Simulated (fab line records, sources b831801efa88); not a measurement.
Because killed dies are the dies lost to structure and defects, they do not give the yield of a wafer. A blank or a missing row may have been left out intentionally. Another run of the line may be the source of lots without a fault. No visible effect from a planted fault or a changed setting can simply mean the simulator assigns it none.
fab line records    flow sky130
record lots=7  wafers=21  last-day=49
route steps=708 shown METAL2@489 PAD_OPEN@708
lots that met no fault: from a run of the same line without faults
start-h: hours from the record's first day to the start of the lot's first wafer shown    wait-h: hours elapsed since this lot's preceding step    " as in the row above    L1.1+2: one row covering several wafers at once    - no value, or no start given    * or withheld: withheld    < > ~ a bound
route shown NAME@n: a module of which the file shows steps, and the number in the route of the first    usual: average and standard deviation across the fault-free wafers    same: alike in all rows    chamber/n: place in a boat    sites: each site's reading    _std_site: the values' standard deviation    _edge_site: mean of outer sites minus mean of inner sites    radius-mm: how far each site lies from the wafer's centre    mask NAME#n: copy n    behind: the most recent tool/chamber to have shaped the wafer    hold: why the lot went on hold/how many hours it stayed there/how the hold came to an end    device: the n, p or np transistor that did not switch    end of line: tests of these same wafers at the route's end    step lacking rows: just its recipe    killed: not the wafer's yield, but the dies lost to structure and defects at the first sort    map: a wafer's dies, x killed, . not, _ none there
set.NAME: the setting the step ran with; set.NAME@STEP: the setting that earlier step ran with    model.NAME: the simulator's own value behind a step, which no gauge read
certain route steps with their lots: each step a table, each wafer a row
services: from which hour (start-h, from the record's first day; less than 0 if before it) a tool's chamber was out of use, for how many hours, and why
## steps
# step SKY_METAL2_THK_MEAS_06
# recipe thk-meas-gauge=xrf  reads=AlCu_of_METAL2_SPUTTER_02
# usual METAL2_ALCU_THK=240/3.6
lot.wafer  tool           chamber  start-h  wait-h  METAL2_ALCU_THK[nm]
L544.1     film-metro-02  -        800.95   0.1     248
L544.4     "              -        "        "       244
L544.5     "              -        "        "       247
L545.2     film-metro-03  -        811.56   0.1     240
L545.4     "              -        "        "       240
L545.5     "              -        "        "       243
L552.1     film-metro-02  -        862.82   0.1     249
L552.3     "              -        "        "       244
L552.4     "              -        "        "       247
L553.1     film-metro-03  -        880.45   0.1     234
L553.2     "              -        "        "       239
L553.6     "              -        "        "       235
L554.2     film-metro-04  -        883.17   0.1     243
L554.5     "              -        "        "       241
L554.6     "              -        "        "       243
L558.1     film-metro-03  -        915.70   0.1     239
L558.3     "              -        "        "       243
L558.6     "              -        "        "       237
L562.3     film-metro-03  -        936.32   0.1     238
L562.5     "              -        "        "       240
L562.6     "              -        "        "       238
# step SKY_METAL2_DEHYDRATE_07
# recipe temp-c=200  time-s=60
# step SKY_METAL2_HMDS_08
# recipe prime-time-s=60  prime-temp-c=120
# step SKY_METAL2_COAT_09
# recipe resist=BARC  temp-c=withheld  time-s=withheld  spin-rpm=3000  resist-thk-nm=60
# step SKY_METAL2_COAT_10
# recipe resist=KrF-thick  spin-rpm=3000  resist-thk-nm=450
# step SKY_METAL2_SOFTBAKE_11
# recipe temp-c=100  time-s=90  resist=KrF-thick
# step SKY_METAL2_EXPOSE_12
# recipe mask-id=MM2  na=0.8  source-shape=annular  sigma-inner=0.55  sigma-outer=0.85  target-cd-nm=140  dose-mj=28
# step SKY_METAL2_PEB_13
# recipe peb-temp-c=withheld  peb-time-s=withheld  resist=KrF-thick
# step SKY_METAL2_DEVELOP_14
# recipe develop-time-s=60  resist=KrF-thick  dev-temp-c=21
# step SKY_METAL2_CD_MEAS_15
# recipe target-cd-nm=140
# usual cd-nm=139.6/1.4
lot.wafer  tool       chamber  start-h  wait-h  cd-nm
L544.1     cd-sem-02  -        827.02   -       141.0
L544.4     "          -        "        "       140.6
L544.5     "          -        "        "       140.9
L545.2     cd-sem-01  -        838.16   -       139.8
L545.4     "          -        "        "       140.3
L545.5     "          -        "        "       139.2
L552.1     cd-sem-01  -        888.97   -       143.8
L552.3     "          -        "        "       142.5
L552.4     "          -        "        "       141.6
L553.1     cd-sem-02  -        906.12   -       137.5
L553.2     "          -        "        "       138.0
L553.6     "          -        "        "       136.9
L554.2     cd-sem-01  -        907.64   -       139.3
L554.5     "          -        "        "       138.0
L554.6     "          -        "        "       138.9
L558.1     cd-sem-01  -        940.42   -       139.2
L558.3     "          -        "        "       138.6
L558.6     "          -        "        "       138.5
L562.3     cd-sem-02  -        960.16   -       139.0
L562.5     "          -        "        "       139.7
L562.6     "          -        "        "       139.1
# step SKY_METAL2_OVL_MEAS_16
# usual METAL2_OVL=-2/5.8
lot.wafer  tool        chamber  start-h  wait-h  METAL2_OVL[nm]
L544.1     overlay-02  -        827.14   0.1     -2
L544.4     "           -        "        "       -1
L544.5     "           -        "        "       1
L545.2     overlay-01  -        838.26   0.1     -9
L545.4     "           -        "        "       -3
L545.5     "           -        "        "       6
L552.1     overlay-01  -        889.09   0.1     -10
L552.3     "           -        "        "       3
L552.4     "           -        "        "       7
L553.1     overlay-01  -        906.26   0.1     1
L553.2     "           -        "        "       -3
L553.6     "           -        "        "       -5
L554.2     overlay-02  -        907.75   0.1     -3
L554.5     "           -        "        "       4
L554.6     "           -        "        "       -2
L558.1     overlay-01  -        940.54   0.1     4
L558.3     "           -        "        "       1
L558.6     "           -        "        "       3
L562.3     overlay-01  -        960.25   0.1     -1
L562.5     "           -        "        "       -11
L562.6     "           -        "        "       4
# step SKY_METAL2_DESCUM_17
# recipe chemistry=O2  source-power-w=150  bias-power-w=0  pressure-mtorr=10  temp-c=40  time-s=8
# usual drypump-motor-current-A=5.7/0.4  he-backside-leak-sccm=3.3/0.31  oes-product-au=0.994/0.018
lot.wafer  tool          chamber  start-h  wait-h  drypump-motor-current-A  he-backside-leak-sccm  oes-product-au  rf-hours-counter-h
L544.1     rie-metal-03  0        827.18   0.0     5.6                      3.6                    0.965           6
L544.4     "             0        "        "       5.6                      3.5                    0.979           -
L544.5     "             0        "        "       5.5                      3.7                    0.977           -
L545.2     rie-metal-03  1        838.29   0.0     6.2                      3.0                    0.995           1
L545.4     "             0        "        "       5.5                      3.6                    0.970           -
L545.5     "             1        "        "       6.2                      3.1                    0.994           -
L552.1     rie-metal-02  1        889.13   0.0     5.7                      3.2                    0.988           17
L552.3     "             0        "        "       5.2                      3.2                    0.978           -
L552.4     "             1        "        "       5.7                      3.2                    0.991           -
L553.1     rie-metal-04  1        906.30   0.0     6.4                      3.4                    1.024           12
L553.2     "             0        "        "       5.5                      3.6                    1.023           0
L553.6     "             1        "        "       6.4                      3.4                    1.028           -
L554.2     rie-metal-03  1        907.78   0.0     6.2                      3.1                    0.984           3
L554.5     "             0        "        "       5.5                      3.5                    0.978           -
L554.6     "             1        "        "       6.2                      3.1                    0.994           -
L558.1     rie-metal-04  0        940.58   0.0     5.5                      3.4                    1.024           1
L558.3     "             1        "        "       6.4                      3.2                    1.036           -
L558.6     "             1        "        "       6.4                      3.3                    1.043           -
L562.3     rie-metal-02  0        960.29   0.0     5.2                      3.1                    0.982           -
L562.5     "             0        "        "       5.2                      3.2                    0.975           -
L562.6     "             1        "        "       5.7                      2.9                    1.016           -
# step SKY_METAL2_ETCH_18
# recipe chemistry=N2/H2  target=BARC  ion-energy-ev=200  bias-w=100  pressure-mtorr=30  n2-flow-sccm=100  h2-flow-sccm=200  icp-w=500  stop-on=SiO2  time-s=45.9  target-depth-a=600
# usual bias-w=100.0/0.34  chamber-pressure-mTorr=30.00/0.036  drypump-motor-current-A=5.7/0.4  he-backside-leak-sccm=3.29/0.26  oes-product-au=0.854/0.005  throttle-valve-pct=13.225/0.009
lot.wafer  tool          chamber  start-h  wait-h  bias-w  chamber-pressure-mTorr  drypump-motor-current-A  he-backside-leak-sccm  oes-product-au  rf-hours-counter-h  throttle-valve-pct  model.KrF-thick_of_METAL2_COAT_10.thk-nm
L544.1     rie-metal-03  0        827.21   0.0     99.7    29.97                   5.6                      3.52                   0.855           6                   13.232              394.2
L544.4     "             0        "        "       99.7    30.01                   5.6                      3.59                   0.846           -                   13.213              396
L544.5     "             0        "        "       99.6    29.97                   5.6                      3.76                   0.859           -                   13.226              393.9
L545.2     rie-metal-03  1        838.32   0.0     99.8    30.01                   6.2                      3.15                   0.857           1                   13.211              392.5
L545.4     "             0        "        "       100.0   30.04                   5.6                      3.68                   0.856           -                   13.231              391.9
L545.5     "             1        "        "       99.6    30.05                   6.2                      3.12                   0.845           -                   13.221              392
L552.1     rie-metal-02  1        889.16   0.0     -       -                       -                        -                      -               -                   -                   435.8
L552.3     "             0        "        "       -       -                       -                        -                      -               -                   -                   436
L552.4     "             1        "        "       -       -                       -                        -                      -               -                   -                   436
L553.1     rie-metal-04  1        906.33   0.0     -       -                       -                        -                      -               -                   -                   434.6
L553.2     "             0        "        "       -       -                       -                        -                      -               -                   -                   433.9
L553.6     "             1        "        "       -       -                       -                        -                      -               -                   -                   434.7
L554.2     rie-metal-03  1        907.81   0.0     -       -                       -                        -                      -               -                   -                   436.4
L554.5     "             0        "        "       -       -                       -                        -                      -               -                   -                   436.2
L554.6     "             1        "        "       -       -                       -                        -                      -               -                   -                   434.9
L558.1     rie-metal-04  0        940.61   0.0     99.7    29.98                   5.5                      3.52                   0.852           1                   13.233              390.8
L558.3     "             1        "        "       99.6    30.03                   6.4                      3.32                   0.862           -                   13.224              391.2
L558.6     "             1        "        "       99.6    30.01                   6.4                      3.39                   0.860           -                   13.221              389.9
L562.3     rie-metal-02  0        960.33   0.0     99.9    30.00                   5.2                      3.13                   0.856           -                   13.205              393
L562.5     "             0        "        "       100.1   30.04                   5.3                      3.10                   0.855           -                   13.240              392.1
L562.6     "             1        "        "       100.3   30.03                   5.7                      3.11                   0.850           -                   13.220              390
# step SKY_METAL2_METAL_ETCH_19
# recipe target-depth-a=3600  stop-on=SiO2  over-etch-frac=0.3  time-s=78  chemistry=Cl2/BCl3  resist-sidewall-deg=88  pressure-mtorr=10  icp-w=900  bias-w=48.5  Cl2_flow_sccm=60  bcl3-flow-sccm=30
# usual bcl3-flow-sccm=30.00/0.092  bias-w=48.50/0.14  drypump-motor-current-A=5.7/0.4  he-backside-leak-sccm=3.25/0.2  oes-product-au=0.850/0.0083  throttle-valve-pct=22.266/0.01
# same over-etch-frac=0.3
lot.wafer  tool          chamber  start-h  wait-h  bcl3-flow-sccm  bias-w  drypump-motor-current-A  he-backside-leak-sccm  oes-product-au  rf-hours-counter-h  throttle-valve-pct  model.KrF-thick_of_METAL2_COAT_10.thk-nm
L544.1     rie-metal-03  0        827.27   0.0     29.84           48.67   5.6                      3.28                   0.852           6                   22.268              164.7
L544.4     "             0        "        "       29.91           48.75   5.6                      3.34                   0.851           -                   22.277              163.3
L544.5     "             0        "        "       30.12           48.89   5.5                      3.39                   0.858           -                   22.256              162.4
L545.2     rie-metal-03  1        838.39   0.0     29.95           48.58   6.2                      3.15                   0.852           1                   22.281              161.8
L545.4     "             0        "        "       30.16           48.39   5.5                      3.66                   0.844           -                   22.260              160.9
L545.5     "             1        "        "       29.94           48.61   6.2                      3.09                   0.856           -                   22.263              161.6
L552.1     rie-metal-02  1        889.22   0.0     29.95           48.62   5.7                      3.16                   0.364           17                  22.249              203.5
L552.3     "             0        "        "       29.94           48.60   5.2                      3.36                   0.376           -                   22.267              210.1
L552.4     "             1        "        "       29.97           48.42   5.7                      2.97                   0.375           -                   22.259              205.3
L553.1     rie-metal-04  1        906.39   0.0     29.83           48.35   6.4                      3.44                   0.367           12                  22.278              192.4
L553.2     "             0        "        "       30.02           48.27   5.5                      3.41                   0.378           0                   22.256              191.1
L553.6     "             1        "        "       29.95           48.36   6.4                      3.36                   0.379           -                   22.273              192
L554.2     rie-metal-03  1        907.87   0.0     30.11           48.81   6.2                      2.97                   0.384           3                   22.265              205.3
L554.5     "             0        "        "       30.18           48.37   5.5                      3.51                   0.386           -                   22.261              207.6
L554.6     "             1        "        "       30.05           48.34   6.2                      3.01                   0.375           -                   22.263              204.9
L558.1     rie-metal-04  0        940.67   0.0     29.99           48.50   5.5                      3.52                   0.843           2                   22.257              150.7
L558.3     "             1        "        "       30.05           48.42   6.4                      3.36                   0.851           -                   22.272              146.8
L558.6     "             1        "        "       30.26           48.65   6.4                      3.28                   0.848           -                   22.283              142.9
L562.3     rie-metal-02  0        960.40   0.1     29.91           48.69   5.2                      2.97                   0.850           -                   22.256              166.5
L562.5     "             0        "        "       29.96           48.41   5.3                      3.10                   0.853           -                   22.251              166.1
L562.6     "             1        "        "       30.08           48.71   5.7                      3.02                   0.851           -                   22.268              150.7
# step SKY_METAL2_STRIP_20
# recipe chemistry=O2/N2  power-w=1400  pressure-mtorr=1500  platen-temp-c=withheld  o2-flow-sccm=3000  n2-flow-sccm=300  overash-fraction=0.4868
# usual drypump-motor-current-A=5.5/0.38  oes-product-au=0.343/0.0059  strip-time-to-endpoint-s=2.72/0.079
lot.wafer  tool             chamber  start-h  wait-h  drypump-motor-current-A  oes-product-au  rf-hours-counter-h  strip-time-to-endpoint-s
L544.1     plasma-asher-03  0        827.36   0.1     5.1                      0.346           105                 2.77
L544.4     "                1        "        "       5.9                      0.342           -                   2.75
L544.5     "                0        "        "       5.0                      0.350           -                   2.74
L545.2     plasma-asher-04  0        838.48   0.1     6.0                      0.344           9                   2.72
L545.4     "                1        "        "       5.0                      0.348           -                   2.74
L545.5     "                1        "        "       5.0                      0.346           -                   2.74
L552.1     plasma-asher-02  1        889.31   0.1     5.3                      0.364           77                  3.20
L552.3     "                0        "        "       5.6                      0.373           -                   3.24
L552.4     "                1        "        "       5.2                      0.363           -                   3.20
L553.1     plasma-asher-03  1        906.48   0.1     5.9                      0.352           113                 3.09
L553.2     "                0        "        "       5.0                      0.352           113                 3.05
L553.6     "                1        "        "       5.9                      0.355           -                   3.06
L554.2     plasma-asher-04  0        907.96   0.1     6.0                      0.363           17                  3.19
L554.5     "                1        "        "       5.0                      0.366           -                   3.23
L554.6     "                0        "        "       6.0                      0.360           -                   3.20
L558.1     plasma-asher-03  1        940.76   0.1     5.9                      0.339           116                 2.61
L558.3     "                1        "        "       5.9                      0.346           -                   2.58
L558.6     "                0        "        "       5.0                      0.328           -                   2.53
L562.3     plasma-asher-02  1        960.50   0.1     5.3                      0.346           -                   2.77
L562.5     "                1        "        "       5.2                      0.352           -                   2.76
L562.6     "                0        "        "       5.6                      0.339           -                   2.60
# step SKY_METAL2_STRIP_21
# recipe chemistry=post-etch-residue-remover  time-s=1200  temp-c=72.5
# step SKY_PAD_OPEN_PROBE_99
# usual defect-limited-yield=82.2/2.2  killed_at_M0_to_M3=45/7.1  killed_at_M4_up=3.0/1.8  killed-at-contacts=24/5.4  killed-at-front-end=16/4.9  killed-at-other=0.3/0.63  killed-dies=88/11  killed-on-rim=17/3.4  killed-open=47/7.4  killed-short=40/7  sort_bin_3_pad_short=1.0/0.43  sort_bin_5_function=10.6/1.7  sort_bin_6_memory=6.3/1.1  sort-n-pass=404/11  sort-yield-pct=82.2/2.2
# same gross-dies=492  killed-at-back-side=0  sort_bin_4_leakage[%]=0  sort_bin_8_speed[%]=0
lot.wafer  tool       chamber  start-h  wait-h  defect-limited-yield[%]  killed_at_M0_to_M3  killed_at_M4_up  killed-at-contacts  killed-at-front-end  killed-at-other  killed-dies  killed-on-rim  killed-open  killed-short  sort_bin_3_pad_short[%]  sort_bin_5_function[%]  sort_bin_6_memory[%]  sort-n-pass  sort-yield-pct[%]
L544.1     prober-02  -        1079.37  0.1     80.9                     38                  5                29                  20                   2                94           15             44           49            1.0                      10.4                    7.7                   398          80.9
L544.4     prober-02  -        1079.52  0.2     76.0                     55                  9                32                  21                   1                118          24             57           59            2.0                      14.0                    7.9                   374          76.0
L544.5     prober-02  -        1079.57  0.2     80.5                     51                  9                19                  15                   2                96           18             43           49            0.4                      13.0                    6.1                   396          80.5
L545.2     prober-01  -        1089.73  0.1     79.3                     55                  2                33                  12                   0                102          13             54           48            0.8                      12.2                    7.7                   390          79.3
L545.4     prober-01  -        1089.83  0.2     83.5                     43                  3                24                  11                   0                81           14             47           33            0.8                      9.8                     5.9                   411          83.5
L545.5     prober-01  -        1089.88  0.2     81.9                     49                  1                28                  11                   0                89           11             40           48            0.2                      11.4                    6.5                   403          81.9
L552.1     prober-02  -        1129.08  0.1     0                        450                 6                25                  11                   0                492          96             43           31            0.4                      94.1                    5.5                   0            0
L552.3     prober-02  -        1129.18  0.2     0                        457                 2                22                  11                   0                492          96             41           35            1.6                      94.1                    4.3                   0            0
L552.4     prober-02  -        1129.23  0.2     0                        448                 6                27                  11                   0                492          96             46           44            1.2                      92.1                    6.7                   0            0
L553.1     prober-01  -        1140.02  0.1     0                        434                 4                40                  13                   1                492          96             59           51            1.0                      92.7                    6.3                   0            0
L553.2     prober-01  -        1140.07  0.1     0                        441                 0                22                  29                   0                492          96             56           45            0.2                      92.3                    7.5                   0            0
L553.6     prober-01  -        1140.27  0.2     0                        452                 3                20                  17                   0                492          96             56           33            1.4                      91.7                    6.9                   0            0
L554.2     prober-02  -        1141.89  0.1     0                        457                 2                14                  19                   0                492          96             29           42            1.0                      93.1                    5.9                   0            0
L554.5     prober-02  -        1142.04  0.2     0                        449                 2                26                  15                   0                492          96             51           43            1.2                      93.7                    5.1                   0            0
L554.6     prober-02  -        1142.09  0.2     0                        449                 1                18                  22                   2                492          96             45           44            1.4                      91.7                    6.9                   0            0
# killed by level:class
L544.1 CONTACT:geometric-particle:open=9 FIELD_ISO:geometric-particle:short=7 VIA2:geometric-particle:open=7 LI_CONTACT:geometric-particle:open=6 LI_CONTACT:geometric-particle:short=5 VIA1:geometric-particle:open=5 METAL4:geometric-particle:short=5 VIA3:geometric-particle:short=5
L544.4 VIA1:geometric-particle:open=23 CONTACT:geometric-particle:open=12 FIELD_ISO:geometric-particle:short=9 CONTACT:geometric-particle:short=9 METAL4:geometric-particle:short=7 METAL1:geometric-particle:short=6 VIA1:geometric-particle:short=5 VIA3:geometric-particle:open=5
L544.5 VIA1:geometric-particle:short=9 CONTACT:geometric-particle:open=8 METAL1:geometric-particle:short=8 VIA1:geometric-particle:open=8 METAL4:geometric-particle:short=6 VIA3:geometric-particle:open=6 FIELD_ISO:geometric-particle:open=5 VIA2:geometric-particle:open=5
L545.2 CONTACT:geometric-particle:open=12 VIA1:geometric-particle:open=12 VIA2:geometric-particle:open=10 METAL1:geometric-particle:short=7 CONTACT:geometric-particle:short=6 VIA3:geometric-particle:open=6 LI_CONTACT:geometric-particle:open=5 LOCAL_INTERCONNECT:geometric-particle:short=5
L545.4 VIA1:geometric-particle:open=16 CONTACT:geometric-particle:open=9 LI_CONTACT:geometric-particle:open=5 VIA1:geometric-particle:short=5 METAL2:geometric-particle:short=5 VIA3:geometric-particle:open=5 POLY_GATE:geometric-particle:open=3 LOCAL_INTERCONNECT:geometric-particle:short=3
L545.5 VIA2:geometric-particle:open=9 METAL2:geometric-particle:short=9 VIA3:geometric-particle:open=8 LOCAL_INTERCONNECT:geometric-particle:short=7 CONTACT:geometric-particle:open=7 CONTACT:geometric-particle:short=7 VIA1:geometric-particle:open=6 METAL1:geometric-particle:short=5
L552.1 METAL2:area-etch=418 CONTACT:geometric-particle:open=11 VIA1:geometric-particle:open=9 LI_CONTACT:geometric-particle:open=5 CONTACT:geometric-particle:short=5 VIA2:geometric-particle:open=5 POLY_GATE:geometric-particle:short=4 FIELD_ISO:geometric-particle:open=3
L552.3 METAL2:area-etch=416 VIA1:geometric-particle:open=9 CONTACT:geometric-particle:open=8 VIA3:geometric-particle:open=8 CONTACT:geometric-particle:short=6 METAL1:geometric-particle:short=5 LI_CONTACT:geometric-particle:open=4 METAL2:geometric-particle:short=4
L552.4 METAL2:area-etch=402 VIA1:geometric-particle:open=10 LOCAL_INTERCONNECT:geometric-particle:short=8 METAL1:geometric-particle:short=7 VIA3:geometric-particle:open=7 CONTACT:geometric-particle:short=6 CONTACT:geometric-particle:open=6 VIA2:geometric-particle:open=6
L553.1 METAL2:area-etch=382 CONTACT:geometric-particle:open=16 VIA1:geometric-particle:open=15 CONTACT:geometric-particle:short=8 LOCAL_INTERCONNECT:geometric-particle:short=7 VIA2:geometric-particle:open=7 METAL2:geometric-particle:short=6 METAL3:geometric-particle:short=6
L553.2 METAL2:area-etch=391 VIA1:geometric-particle:open=16 FIELD_ISO:geometric-particle:short=12 VIA3:geometric-particle:open=8 LI_CONTACT:geometric-particle:open=7 CONTACT:geometric-particle:open=7 FIELD_ISO:geometric-particle:open=6 POLY_GATE:geometric-particle:short=6
L553.6 METAL2:area-etch=403 VIA1:geometric-particle:open=16 CONTACT:geometric-particle:open=11 VIA3:geometric-particle:open=9 FIELD_ISO:geometric-particle:short=6 VIA2:geometric-particle:open=6 VIA1:geometric-particle:short=5 METAL2:geometric-particle:short=4
L554.2 METAL2:area-etch=421 FIELD_ISO:geometric-particle:short=8 METAL2:geometric-particle:short=6 VIA2:geometric-particle:short=6 VIA1:geometric-particle:open=5 VIA3:geometric-particle:open=4 FIELD_ISO:geometric-particle:open=4 LI_CONTACT:geometric-particle:open=4
L554.5 METAL2:area-etch=398 CONTACT:geometric-particle:open=13 VIA1:geometric-particle:open=10 METAL1:geometric-particle:short=8 VIA3:geometric-particle:open=7 FIELD_ISO:geometric-particle:open=6 LI_CONTACT:geometric-particle:open=5 VIA1:geometric-particle:short=5
L554.6 METAL2:area-etch=403 CONTACT:geometric-particle:open=11 VIA1:geometric-particle:open=8 METAL1:geometric-particle:short=7 METAL2:geometric-particle:short=7 VIA3:geometric-particle:open=7 POLY_GATE:geometric-particle:short=6 SPACER:geometric-particle:open=5
# map L552.1 (x killed, . not)
__________xxxxxxxxxx_________
________xxxxxxxxxxxxxx_______
______xxxxxxxxxxxxxxxxxx_____
_____xxxxxxxxxxxxxxxxxxxx____
____xxxxxxxxxxxxxxxxxxxxxx___
___xxxxxxxxxxxxxxxxxxxxxxxx__
__xxxxxxxxxxxxxxxxxxxxxxxxxx_
_xxxxxxxxxxxxxxxxxxxxxxxxxxxx
_xxxxxxxxxxxxxxxxxxxxxxxxxxxx
_xxxxxxxxxxxxxxxxxxxxxxxxxxxx
_xxxxxxxxxxxxxxxxxxxxxxxxxxxx
_xxxxxxxxxxxxxxxxxxxxxxxxxxxx
_xxxxxxxxxxxxxxxxxxxxxxxxxxxx
_xxxxxxxxxxxxxxxxxxxxxxxxxxxx
_xxxxxxxxxxxxxxxxxxxxxxxxxxxx
__xxxxxxxxxxxxxxxxxxxxxxxxxx_
___xxxxxxxxxxxxxxxxxxxxxxxx__
____xxxxxxxxxxxxxxxxxxxxxx___
_____xxxxxxxxxxxxxxxxxxxx____
______xxxxxxxxxxxxxxxxxx_____
________xxxxxxxxxxxxxx_______
__________xxxxxxxxxx_________
# map L553.1 (x killed, . not)
__________xxxxxxxxxx_________
________xxxxxxxxxxxxxx_______
______xxxxxxxxxxxxxxxxxx_____
_____xxxxxxxxxxxxxxxxxxxx____
____xxxxxxxxxxxxxxxxxxxxxx___
___xxxxxxxxxxxxxxxxxxxxxxxx__
__xxxxxxxxxxxxxxxxxxxxxxxxxx_
_xxxxxxxxxxxxxxxxxxxxxxxxxxxx
_xxxxxxxxxxxxxxxxxxxxxxxxxxxx
_xxxxxxxxxxxxxxxxxxxxxxxxxxxx
_xxxxxxxxxxxxxxxxxxxxxxxxxxxx
_xxxxxxxxxxxxxxxxxxxxxxxxxxxx
_xxxxxxxxxxxxxxxxxxxxxxxxxxxx
_xxxxxxxxxxxxxxxxxxxxxxxxxxxx
_xxxxxxxxxxxxxxxxxxxxxxxxxxxx
__xxxxxxxxxxxxxxxxxxxxxxxxxx_
___xxxxxxxxxxxxxxxxxxxxxxxx__
____xxxxxxxxxxxxxxxxxxxxxx___
_____xxxxxxxxxxxxxxxxxxxx____
______xxxxxxxxxxxxxxxxxx_____
________xxxxxxxxxxxxxx_______
__________xxxxxxxxxx_________
## services
tool             chamber  start-h  hours  kind
plasma-asher-02  -        810.30   1.5    repair
rie-metal-02     -        814.43   14.6   pm
rie-metal-03     -        839.38   28.1   pm
plasma-asher-02  -        851.84   0.8    repair
rie-metal-02     -        854.92   0.4    repair
rie-metal-04     0        885.31   -      clean
rie-metal-04     0        885.31   20.2   scheduled-down
rie-metal-04     0        885.31   20.2   vent-cycle
plasma-asher-04  -        888.23   1.2    repair
plasma-asher-04  -        895.32   0.3    repair
rie-metal-03     0        899.86   1.0    repair
plasma-asher-03  -        910.96   3.8    repair
rie-metal-02     1        921.66   -      clean
rie-metal-02     1        921.66   25.9   scheduled-down
rie-metal-02     1        921.66   25.9   vent-cycle
## key
first-sign step=SKY_METAL2_ETCH_18  reading=tool-record  direction=missing
effect step=SKY_METAL2_METAL_ETCH_19  reading=oes-product-au  direction=down  sigmas=57  usual=0.850  struck=0.376
effect step=SKY_METAL2_STRIP_20  reading=strip-time-to-endpoint-s  direction=up  sigmas=5.6  usual=*  struck=*
effect step=SKY_PAD_OPEN_PROBE_99  reading=killed_at_M0_to_M3  direction=up  sigmas=57  usual=45  struck=449
model-effect step=SKY_METAL2_ETCH_18  value=KrF-thick_of_METAL2_COAT_10.thk-nm  without=392  struck=435.4
model-effect step=SKY_METAL2_METAL_ETCH_19  value=KrF-thick_of_METAL2_COAT_10.thk-nm  without=158  struck=201.4
more-kills-born-at SKY_METAL2_ETCH_18@rie-metal-02=1236  SKY_METAL2_ETCH_18@rie-metal-03=1222  SKY_METAL2_ETCH_18@rie-metal-04=1176
met-at SKY_METAL2_ETCH_18
struck-wafers L552.1,L552.3,L552.4,L553.1,L553.2,L553.6,L554.2,L554.5,L554.6
later-rows-left-out L552.1,L552.3,L552.4,L553.1,L553.2,L553.6,L554.2,L554.5,L554.6
onset-between 838.32 889.16
fault kind=skipped-step-whole  tool=rie-metal-02,rie-metal-03,rie-metal-04  chamber=-  onset-h=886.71  steps=SKY_METAL2_ETCH_18  scope=struck-lots-only
# later-rows-left-out: the simulator's readings of these wafers behind a module that went badly wrong aren't trusted and aren't shown, but for the sort
